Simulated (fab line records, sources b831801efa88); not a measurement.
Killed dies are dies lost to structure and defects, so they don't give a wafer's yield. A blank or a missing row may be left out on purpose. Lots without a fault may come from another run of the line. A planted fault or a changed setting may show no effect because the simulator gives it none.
Which tool did it? | flow gf180mcu | 13 lots, 39 wafers sampled, at 5 steps of a route of 602

WHAT THE GAUGES READ, wafer by wafer
GF_HV_LDD_CD_MEAS_19: target cd 400 nm.
lot  | measured     | on        | cd_nm (nm)
L622 | day 10 17:19 | cd_sem-01 | 395.8 397.3 397.2
L624 | day 11 08:58 | cd_sem-02 | 396.7 399.0 396.6
L625 | day 11 14:02 | cd_sem-02 | 396.8 400.9 398.9
L626 | day 12 03:56 | cd_sem-02 | 396.8 397.8 397.6
L628 | day 12 16:41 | cd_sem-01 | 394.7 395.4 396.8
L629 | day 13 04:11 | cd_sem-02 | 395.9 396.2 394.5
L635 | day 14 18:35 | cd_sem-02 | 397.4 395.4 399.8
L638 | day 15 19:14 | cd_sem-02 | 394.1 393.8 392.7
L639 | day 16 05:50 | cd_sem-01 | 393.9 395.0 394.6
L642 | day 17 00:43 | cd_sem-02 | 395.4 396.5 397.8
L643 | day 17 11:44 | cd_sem-02 | 394.4 393.7 393.3
L644 | day 17 17:40 | cd_sem-02 | 388.8 390.4 392.8
L645 | day 18 04:08 | cd_sem-01 | 395.0 393.0 395.7

GF_SAB_OVL_MEAS_10.
lot  | measured     | on         | SAB_OVL (nm)
L622 | day 15 01:29 | overlay-02 | 1.4 0.8 4.9
L624 | day 15 18:08 | overlay-01 | 2.8 3.0 2.0
L625 | day 16 01:47 | overlay-01 | -0.1 -1.6 0.9
L626 | day 16 18:07 | overlay-01 | 0.1 -0.1 0.4
L628 | day 17 09:00 | overlay-01 | 0.6 2.9 3.0
L629 | day 17 21:19 | overlay-02 | 0.1 0.0 0.5
L635 | day 19 16:59 | overlay-02 | 0.8 1.9 1.3
L638 | day 20 19:53 | overlay-02 | 1.7 -0.2 1.3
L639 | day 21 10:32 | overlay-01 | 1.7 1.6 2.2
L642 | day 22 06:49 | overlay-01 | 2.4 0.6 1.5
L643 | day 22 16:37 | overlay-02 | -0.2 -0.5 -0.2
L644 | day 22 22:34 | overlay-01 | 3.0 2.6 3.5
L645 | day 23 08:43 | overlay-02 | -1.1 -1.2 -2.0

WHICH TOOL RAN EACH LOT (tool, then ch and the chambers of the sampled wafers, then the start)
lot  | GF_PSD_COAT_02                    | GF_PSD_STRIP_10                      | GF_SAB_CVD_00
L622 | litho_track-02 ch 0, day 13 18:14 | plasma_asher-01 ch 0,1, day 14 04:40 | pecvd-02 ch 1,2, day 14 05:11
L624 | litho_track-03 ch 0, day 14 09:01 | plasma_asher-03 ch 0,1, day 14 20:01 | pecvd-01 ch 0,1, day 14 20:33
L625 | litho_track-02 ch 0, day 14 15:43 | plasma_asher-01 ch 0,1, day 15 02:41 | pecvd-01 ch 0,1,2, day 15 03:11
L626 | litho_track-01 ch 0, day 15 07:29 | plasma_asher-01 ch 0,1, day 15 19:19 | pecvd-04 ch 0,2, day 15 19:56
L628 | litho_track-02 ch 0, day 15 21:38 | plasma_asher-02 ch 0,1, day 16 09:02 | pecvd-04 ch 0,1,2, day 16 09:37
L629 | litho_track-02 ch 0, day 16 09:22 | plasma_asher-02 ch 1, day 16 21:43   | pecvd-02 ch 0,1, day 16 22:16
L635 | litho_track-02 ch 0, day 18 04:34 | plasma_asher-03 ch 0,1, day 18 16:11 | pecvd-02 ch 0,1,2, day 18 16:41
L638 | litho_track-02 ch 0, day 19 07:26 | plasma_asher-02 ch 0,1, day 19 19:47 | pecvd-02 ch 0,1,2, day 19 20:17
L639 | litho_track-02 ch 0, day 19 21:38 | plasma_asher-03 ch 0,1, day 20 10:02 | pecvd-01 ch 0,1,2, day 20 10:34
L642 | litho_track-03 ch 0, day 20 18:18 | plasma_asher-01 ch 0,1, day 21 06:46 | pecvd-02 ch 1,2, day 21 07:19
L643 | litho_track-03 ch 0, day 21 05:06 | plasma_asher-03 ch 0,1, day 21 16:58 | pecvd-01 ch 0,1,2, day 21 17:31
L644 | litho_track-03 ch 0, day 21 10:42 | plasma_asher-02 ch 0,1, day 21 22:48 | pecvd-01 ch 1,2, day 21 23:20
L645 | litho_track-03 ch 0, day 21 21:33 | plasma_asher-01 ch 0,1, day 22 09:36 | pecvd-01 ch 0,1,2, day 22 10:08
- GF_PSD_COAT_02: resist thk 1000 nm.
- GF_PSD_STRIP_10: strips in O2/N2.
- GF_SAB_CVD_00: deposits SiO2 from TEOS, target thk 50 nm, time 4.9302 s.

WHAT THE TOOLS THEMSELVES READ (means of the sampled wafers that have a number; where no wafer has one, the mark that the record gives instead)
GF_PSD_COAT_02.
lot  | tool           | chill_plate_temp_C (C)
L622 | litho_track-02 | 23.00
L624 | litho_track-03 | 22.94
L625 | litho_track-02 | 22.95
L626 | litho_track-01 | 23.13
L628 | litho_track-02 | 22.94
L629 | litho_track-02 | 23.04
L635 | litho_track-02 | 23.22
L638 | litho_track-02 | 22.96
L639 | litho_track-02 | 23.09
L642 | litho_track-03 | 23.11
L643 | litho_track-03 | 23.03
L644 | litho_track-03 | 23.08
L645 | litho_track-03 | 23.11

GF_PSD_STRIP_10.
lot  | tool            | drypump_motor_current_A (A) | heater_power_w (W) | oes_product_au (a.u.) | strip_time_to_endpoint_s (s)
L622 | plasma_asher-01 | 6.16                        | 291                | 0.592                 | 16.54
L624 | plasma_asher-03 | 5.63                        | 316                | 0.593                 | 16.48
L625 | plasma_asher-01 | 6.11                        | 302                | 0.592                 | 16.55
L626 | plasma_asher-01 | 6.10                        | 299                | 0.591                 | 16.54
L628 | plasma_asher-02 | 5.82                        | 288                | 0.594                 | 16.54
L629 | plasma_asher-02 | 6.06                        | 292                | 0.594                 | 16.55
L635 | plasma_asher-03 | 5.67                        | 314                | 0.594                 | 16.56
L638 | plasma_asher-02 | 5.82                        | 284                | 0.593                 | 17.21
L639 | plasma_asher-03 | 5.63                        | 311                | 0.595                 | 17.20
L642 | plasma_asher-01 | 6.17                        | 298                | 0.593                 | 16.51
L643 | plasma_asher-03 | 5.76                        | 308                | 0.588                 | 16.48
L644 | plasma_asher-02 | 5.84                        | 288                | 0.594                 | 16.51
L645 | plasma_asher-01 | 6.11                        | 300                | 0.592                 | 16.50

GF_SAB_CVD_00.
lot  | tool     | heater_power_w (W)
L622 | pecvd-02 | 774
L624 | pecvd-01 | 598
L625 | pecvd-01 | 636
L626 | pecvd-04 | 683
L628 | pecvd-04 | 744
L629 | pecvd-02 | 918
L635 | pecvd-02 | 828
L638 | pecvd-02 | 886
L639 | pecvd-01 | 690
L642 | pecvd-02 | 760
L643 | pecvd-01 | 714
L644 | pecvd-01 | 758
L645 | pecvd-01 | 710

THE ANSWER, worked out from the rows above alone
Rule: what is usual is taken from the lots themselves. Put in order of their means at a reading, lots are off if they are a third of the lots or fewer, leave a main group of 4 or more, and stand apart from it by a gap of 3 or more times the standard deviation of the main group's means; of several such gaps the widest counts. A main group whose means are all the same, to the digits that the tables above print for the reading, isn't used. A lot without any number at a reading at which 4 lots or more have one is off too. The other lots that the step has rows for count as sound. The gauges are gone through in route order, then the tools' own readings, and for those a lot's mean is taken as printed above. The first step at which some lot is off is used, and at that step the reading that is off furthest; a lot without a number counts as furthest.
Off: L638, L639, at GF_PSD_STRIP_10 (strip_time_to_endpoint_s). The main group: mean 16.52 s, standard deviation 0.027.
A tool fits if, at that step or a process step before it, it ran every lot that is off, and no sound lot after the first of them. One fits: litho_track-02 at GF_PSD_COAT_02. Its last sound lot is L635 (day 18 04:34), its first lot that is off L638 (day 19 07:26): a fault that began between those two fits.

WHAT THE SIMULATOR HAD PUT IN
Process parameter drift: litho_track-02, from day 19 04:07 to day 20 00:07, at GF_PSD_COAT_02. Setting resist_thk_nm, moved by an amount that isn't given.
Lots struck among those shown: L638, L639. The rule above found the same.
